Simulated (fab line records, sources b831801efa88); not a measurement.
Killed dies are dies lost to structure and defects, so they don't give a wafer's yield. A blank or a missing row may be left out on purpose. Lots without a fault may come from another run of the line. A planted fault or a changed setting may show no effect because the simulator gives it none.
Which tool did it? | flow sky130 | 9 lots, 27 wafers sampled, at 4 steps of a route of 708

WHAT THE GAUGES READ, wafer by wafer
SKY_SD_N_TW_MEAS_12.
lot  | measured     | on            | SD_N_TW
L557 | day 28 15:28 | film_metro-01 | 4034 4028 4052
L556 | day 28 17:37 | film_metro-01 | 4008 4016 4032
L558 | day 29 04:41 | film_metro-01 | 4017 4013 4020
L559 | day 29 07:44 | film_metro-03 | 3996 3973 3983
L560 | day 29 18:14 | film_metro-03 | 3968 3974 3991
L563 | day 30 10:55 | film_metro-03 | 3766 3755 3757 3775 3781 3788
L564 | day 30 19:31 | film_metro-02 | 3820 3811 3815 3829 3818 3826
L565 | day 31 03:31 | film_metro-03 | 3774 3789 3793 3757 3774 3773
L566 | day 31 07:35 | film_metro-03 | 3766 3788 3769 3769 3757 3781

WHICH TOOL RAN EACH LOT (tool, then ch and the chambers of the sampled wafers, then the start)
lot  | SKY_POLY_CUT_ETCH_11               | SKY_SD_N_IMPLANT_09             | SKY_SD_N_STRIP_11
L557 | rie_diel-03 ch 0,1, day 24 22:52   | implanter-03 ch 0, day 28 15:07 | plasma_asher-02 ch 0,1, day 28 15:22
L556 | rie_diel-03 ch 0,1,2, day 25 01:40 | implanter-01 ch 0, day 28 17:14 | plasma_asher-01 ch 0,1, day 28 17:31
L558 | rie_diel-04 ch 0,1,2, day 25 12:46 | implanter-01 ch 0, day 29 04:17 | plasma_asher-01 ch 0,1, day 29 04:35
L559 | rie_diel-04 ch 1,2,3, day 25 15:23 | implanter-01 ch 0, day 29 07:20 | plasma_asher-01 ch 0,1, day 29 07:38
L560 | rie_diel-03 ch 0,2,3, day 26 03:07 | implanter-03 ch 0, day 29 17:50 | plasma_asher-04 ch 0,1, day 29 18:08
L563 | rie_diel-03 ch 1,2,3, day 26 20:53 | implanter-01 ch 0, day 30 10:33 | plasma_asher-04 ch 0,1, day 30 10:49
L564 | rie_diel-04 ch 2,3, day 27 06:45   | implanter-01 ch 0, day 30 19:09 | plasma_asher-01 ch 0,1, day 30 19:25
L565 | rie_diel-03 ch 1,2,3, day 27 14:43 | implanter-01 ch 0, day 31 03:07 | plasma_asher-02 ch 0,1, day 31 03:25
L566 | rie_diel-03 ch 0,1, day 27 20:31   | implanter-01 ch 0, day 31 07:13 | plasma_asher-01 ch 0,1, day 31 07:31
- SKY_POLY_CUT_ETCH_11: etches Si3N4 in CF4/CH2F2/Ar, stops on poly-Si, time 42.5 s, target depth 60 nm.
- SKY_SD_N_IMPLANT_09
- SKY_SD_N_STRIP_11: strips in O2/N2.

THE ANSWER, worked out from the rows above alone
Rule: what is usual is taken from the lots themselves. Put in order of their means at a reading, lots are off if they are a third of the lots or fewer, leave a main group of 4 or more, and stand apart from it by a gap of 3 or more times the standard deviation of the main group's means; of several such gaps the widest counts. A main group whose means are all the same, to the digits that the tables above print for the reading, isn't used. A lot without any number at a reading at which 4 lots or more have one is off too. The other lots that the step has rows for count as sound.
No lot is off at any reading shown: from this, nothing can be told.

WHAT THE SIMULATOR HAD PUT IN
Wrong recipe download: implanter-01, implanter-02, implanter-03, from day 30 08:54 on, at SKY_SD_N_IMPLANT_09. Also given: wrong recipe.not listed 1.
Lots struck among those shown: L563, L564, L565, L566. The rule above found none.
